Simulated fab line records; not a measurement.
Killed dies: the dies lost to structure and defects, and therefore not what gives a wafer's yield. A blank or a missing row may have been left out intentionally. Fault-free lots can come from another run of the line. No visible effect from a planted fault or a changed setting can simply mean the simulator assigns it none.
A single fault, viewed from 2 desks | flow gf180mcu | every desk sees just its own numbers, and what lay behind them comes last

== THE TOOL OWNER'S DESK: plasma asher-01 ==
The tool's own readings at GF_HV_LDD_STRIP_22 (strips in O2/N2): means of the sampled wafers that have a number, for each lot that ran on this tool. Any lot whose mean is over 4 standard deviations away from the usual mean is out of limits and marked OUT; that distance is given in the brackets.
Columns: A = drypump motor current A at GF_HV_LDD_STRIP_22, usual 5.9 A; B = heater power w at GF_HV_LDD_STRIP_22, usual 323 W; C = oes product au at GF_HV_LDD_STRIP_22, usual 0.716 a.u.; D = strip time to endpoint s at GF_HV_LDD_STRIP_22, usual 12.601 s
lot  | first seen here | A   | B   | C               | D
L821 | day 11 15:07    | 5.7 | 317 | 0.716           | 12.631
L824 | day 12 18:11    | 5.2 | 317 | 0.714           | 12.622
L829 | day 14 05:17    | 5.9 | 319 | 0.914 (+45) OUT | -
Finding of this desk: L829 out of limits; the first was L829 at day 14 05:17, on oes product au at GF_HV_LDD_STRIP_22. Within limits: L821, L824.

== THE METROLOGY DESK ==
Lot by lot, what the gauges showed, no matter which tool ran the lot: averages of those sampled wafers that carry a number. Any lot whose mean is over 4 standard deviations away from the usual mean is out of limits and marked OUT; that distance is given in the brackets.
Columns: A = cd nm at GF_POLY_GATE_CD_MEAS_18, usual 280.4 nm; B = cd nm at GF_HV_LDD_CD_MEAS_19, usual 394.3 nm; C = HV_LDD_02_OVL at GF_HV_LDD_OVL_MEAS_32, usual 0.1 nm
lot  | first seen here | A     | B     | C
L820 | day 9 22:22     | 282.6 | 395.4 | 1.8
L821 | day 10 02:08    | 279.9 | 392.4 | -2.2
L822 | day 10 07:22    | 280.1 | 392.6 | 1.3
L824 | day 11 02:30    | 279.5 | 392.5 | -1.0
L826 | day 11 10:19    | 281.4 | 397.6 | 1.5
L827 | day 11 23:50    | 279.8 | 393.3 | -0.3
L828 | day 12 00:25    | 280.4 | 394.7 | -1.3
L829 | day 12 11:58    | 280.8 | 393.8 | -0.5
L830 | day 12 16:28    | 280.8 | 391.1 | -0.4
L835 | day 14 02:12    | 281.1 | 391.7 | 2.5
L841 | day 15 20:35    | 280.8 | 392.6 | 0.3
L842 | day 16 04:14    | 279.9 | 395.9 | 1.5
L843 | day 16 13:27    | 277.8 | 396.2 | -0.6
This desk's finding: nothing out of limits on any of the 13 lots.

== ALL TOGETHER ==
On L829, at day 14 05:17, an alarm was possible from the tool owner's desk.
Nothing out of limits was seen by the metrology desk.
The metrology desk holds a record of L829, inside its limits.
GF_HV_LDD_STRIP_22 was run on plasma asher-01 by each of the lots named.

== WHAT WAS PUT IN BY THE SIMULATOR ==
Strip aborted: plasma asher-01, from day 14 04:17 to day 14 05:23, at GF_HV_LDD_STRIP_22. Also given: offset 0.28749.
Shown lots that were struck: L829.
Hours from the fault's start to each desk's first reading out of limits: the tool owner's desk, 1.
